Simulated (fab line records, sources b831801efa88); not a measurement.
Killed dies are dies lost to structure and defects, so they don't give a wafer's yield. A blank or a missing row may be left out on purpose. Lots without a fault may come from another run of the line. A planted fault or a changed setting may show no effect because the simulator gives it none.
Which tool did it? | flow sky130 | 12 lots, 36 wafers sampled, at 4 steps of a route of 708

WHAT THE GAUGES READ, wafer by wafer
SKY_GATE_OXIDE_THK_MEAS_02.
lot  | measured     | on            | GATE_OXIDE_OXIDATION_00_THK (nm)
L424 | day 13 13:02 | film_metro-01 | 10.10 10.19 10.34
L430 | day 15 12:01 | film_metro-01 | 9.00 8.91 9.22
L431 | day 15 20:56 | film_metro-03 | 9.08 9.07 9.07
L432 | day 16 01:41 | film_metro-03 | 10.21 10.33 10.34
L433 | day 16 09:37 | film_metro-03 | 8.41 8.70 8.71
L434 | day 16 16:44 | film_metro-03 | 10.40 10.52 10.49
L436 | day 17 18:08 | film_metro-04 | 10.09 10.09 10.05
L437 | day 17 22:19 | film_metro-04 | 10.49 10.59 10.61
L441 | day 19 05:06 | film_metro-04 | 10.42 10.38 10.50
L443 | day 19 20:34 | film_metro-04 | 10.42 10.56 10.43
L444 | day 20 09:19 | film_metro-01 | 10.05 10.20 10.09
L445 | day 20 21:17 | film_metro-04 | 10.17 10.24 10.11

SKY_CONTACT_THK_MEAS_01.
lot  | measured     | on            | CONTACT_CVD_00_THK (nm)
L424 | day 31 04:55 | film_metro-02 | 74.8 74.8 75.7
L430 | day 33 04:55 | film_metro-04 | 73.3 76.6 74.6
L431 | day 33 11:29 | film_metro-01 | 74.7 75.1 75.7
L432 | day 33 18:13 | film_metro-04 | 76.9 75.4 76.2
L433 | day 33 23:57 | film_metro-02 | 75.2 75.3 76.7
L434 | day 34 05:19 | film_metro-01 | 71.5 72.7 74.9
L436 | day 36 01:24 | film_metro-01 | 73.6 74.2 75.5
L437 | day 36 00:47 | film_metro-01 | 74.1 76.1 75.9
L441 | day 36 10:37 | film_metro-04 | 74.3 76.3 76.0
L443 | day 37 06:29 | film_metro-01 | 73.9 75.4 75.7
L444 | day 37 13:01 | film_metro-04 | 76.4 75.5 74.7
L445 | day 37 22:25 | film_metro-01 | 75.0 74.4 75.0

SKY_CONTACT_CD_MEAS_14: target cd 170 nm.
lot  | measured     | on        | cd_nm (nm)
L424 | day 32 08:40 | cd_sem-01 | 166.7 165.9 166.3
L430 | day 34 08:39 | cd_sem-01 | 168.8 168.6 169.7
L431 | day 34 14:23 | cd_sem-01 | 169.6 170.1 168.7
L432 | day 34 20:46 | cd_sem-02 | 168.3 168.3 166.2
L433 | day 35 02:50 | cd_sem-01 | 170.8 171.2 170.6
L434 | day 35 08:28 | cd_sem-02 | 171.2 171.0 172.5
L436 | day 37 04:37 | cd_sem-01 | 170.2 170.3 169.7
L437 | day 37 02:47 | cd_sem-02 | 169.5 169.1 169.2
L441 | day 37 12:58 | cd_sem-01 | 170.3 170.4 171.2
L443 | day 38 09:02 | cd_sem-01 | 168.8 171.1 169.4
L444 | day 38 15:32 | cd_sem-02 | 171.1 171.7 171.7
L445 | day 39 00:24 | cd_sem-02 | 168.7 168.8 167.7

WHICH TOOL RAN EACH LOT (tool, then ch and the chambers of the sampled wafers, then the start)
lot  | SKY_GATE_OXIDE_OXIDATION_01
L424 | furnace-02 ch 0, day 13 11:38
L430 | furnace-02 ch 0, day 15 10:35
L431 | furnace-02 ch 0, day 15 19:31
L432 | furnace-01 ch 0, day 16 00:15
L433 | furnace-02 ch 0, day 16 08:11
L434 | furnace-01 ch 0, day 16 15:19
L436 | furnace-01 ch 0, day 17 16:44
L437 | furnace-01 ch 0, day 17 20:53
L441 | furnace-01 ch 0, day 19 03:41
L443 | furnace-01 ch 0, day 19 19:09
L444 | furnace-02 ch 0, day 20 07:53
L445 | furnace-02 ch 0, day 20 19:53
- SKY_GATE_OXIDE_OXIDATION_01: stabilise 600 s, purge 300 s, target thk 10.268 nm.

WHAT THE TOOLS THEMSELVES READ (means of the sampled wafers that have a number; where no wafer has one, the mark that the record gives instead)
SKY_GATE_OXIDE_OXIDATION_01.
lot  | tool       | spike_tc_bottom_C (C) | spike_tc_centre_C (C) | spike_tc_lower_C (C) | spike_tc_top_C (C) | spike_tc_upper_C (C) | zone_power_lower_pct (%)
L424 | furnace-02 | 917.9                 | 900.8                 | 898.9                | 911.0              | 900.4                | 17.37
L430 | furnace-02 | 904.6                 | 887.4                 | 886.7                | 896.9              | 888.3                | 16.81
L431 | furnace-02 | 904.8                 | 886.3                 | 886.1                | 897.7              | 888.0                | 16.57
L432 | furnace-01 | 916.6                 | 902.6                 | 900.4                | 914.3              | 900.2                | 17.15
L433 | furnace-02 | 905.1                 | 886.9                 | 886.6                | 897.6              | 885.9                | 16.64
L434 | furnace-01 | 916.2                 | 901.2                 | 902.0                | 914.8              | 900.9                | 16.90
L436 | furnace-01 | 915.9                 | 901.9                 | 900.4                | 915.6              | 900.5                | 17.14
L437 | furnace-01 | 916.5                 | 902.3                 | 900.6                | 914.9              | 899.8                | 17.00
L441 | furnace-01 | 916.1                 | 901.6                 | 901.3                | 914.6              | 902.1                | 17.17
L443 | furnace-01 | 916.9                 | 901.4                 | 900.8                | 915.6              | 900.7                | 17.03
L444 | furnace-02 | 917.9                 | 899.7                 | 901.0                | 911.0              | 899.8                | 17.18
L445 | furnace-02 | 918.0                 | 899.7                 | 900.6                | 911.4              | 899.6                | 17.04

THE ANSWER, worked out from the rows above alone
Rule: what is usual is taken from the lots themselves. Put in order of their means at a reading, lots are off if they are a third of the lots or fewer, leave a main group of 4 or more, and stand apart from it by a gap of 3 or more times the standard deviation of the main group's means; of several such gaps the widest counts. A main group whose means are all the same, to the digits that the tables above print for the reading, isn't used. A lot without any number at a reading at which 4 lots or more have one is off too. The other lots that the step has rows for count as sound. The gauges are gone through in route order, then the tools' own readings, and for those a lot's mean is taken as printed above. The first step at which some lot is off is used, and at that step the reading that is off furthest; a lot without a number counts as furthest.
Off: L430, L431, L433, at SKY_GATE_OXIDE_THK_MEAS_02 (GATE_OXIDE_OXIDATION_00_THK). The main group: mean 10.31 nm, standard deviation 0.17.
A tool fits if, at a process step before that reading, it ran every lot that is off, and no sound lot after the first of them. The gauges at SKY_GATE_OXIDE_THK_MEAS_02 aren't tried: what is off there is off at SKY_GATE_OXIDE_OXIDATION_01 too, on other tools, and a gauge's error can't cause that. None of those tried fits.

WHAT THE SIMULATOR HAD PUT IN
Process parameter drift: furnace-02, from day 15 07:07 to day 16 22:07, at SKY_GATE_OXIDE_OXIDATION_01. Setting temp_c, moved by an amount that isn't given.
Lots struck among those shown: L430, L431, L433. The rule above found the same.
